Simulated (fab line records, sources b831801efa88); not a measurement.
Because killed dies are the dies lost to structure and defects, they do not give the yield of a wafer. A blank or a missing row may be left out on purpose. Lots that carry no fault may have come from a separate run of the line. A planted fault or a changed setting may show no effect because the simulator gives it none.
The tool behind it: which one? | flow gf180mcu | 36 wafers sampled from 12 lots at 1 step of a route of 602

== WHAT THE GAUGES READ, wafer by wafer ==
GF_V2_BOW_MEAS_05.
lot  | measured     | on            | V2_BOW (um)
L075 | day 20 06:19 | film_metro-02 | 104 82 101
L077 | day 20 17:43 | film_metro-01 | 100 91 100
L079 | day 21 08:01 | film_metro-03 | 97 98 92
L081 | day 22 03:22 | film_metro-01 | 94 87 101
L082 | day 22 23:32 | film_metro-01 | 97 95 113
L085 | day 23 12:04 | film_metro-02 | 115 113 106
L087 | day 24 08:05 | film_metro-02 | 96 107 99
L089 | day 24 21:07 | film_metro-03 | 82 98 89
L091 | day 25 13:29 | film_metro-02 | 100 106 101
L093 | day 26 08:33 | film_metro-03 | 100 106 100
L095 | day 26 18:08 | film_metro-03 | 93 95 96
L097 | day 27 01:22 | film_metro-03 | 108 100 93

== WHICH TOOL RAN EACH LOT (tool, then ch and the chambers of the sampled wafers, then the start) ==
The record shows no process step preceding these readings.

== THE ANSWER, worked out from the rows above alone ==
Rule: the lots themselves supply what counts as usual. The widest of any qualifying gaps counts: lots, ordered by their means at a reading, are off when they make up no more than a third of the lots, leave a main group of 4 or more, and stand apart from it by 3 or more times the standard deviation of that group's means. The tables above print the reading to a certain number of digits; a main group whose means all agree to those digits is not used. Also off: a lot with no number at a reading for which 4 or more lots have one. Where the step has rows for the other lots, those lots are counted as sound.
No lot is off on any of the readings shown, so nothing can be concluded from this.

== WHAT WAS PUT IN BY THE SIMULATOR ==
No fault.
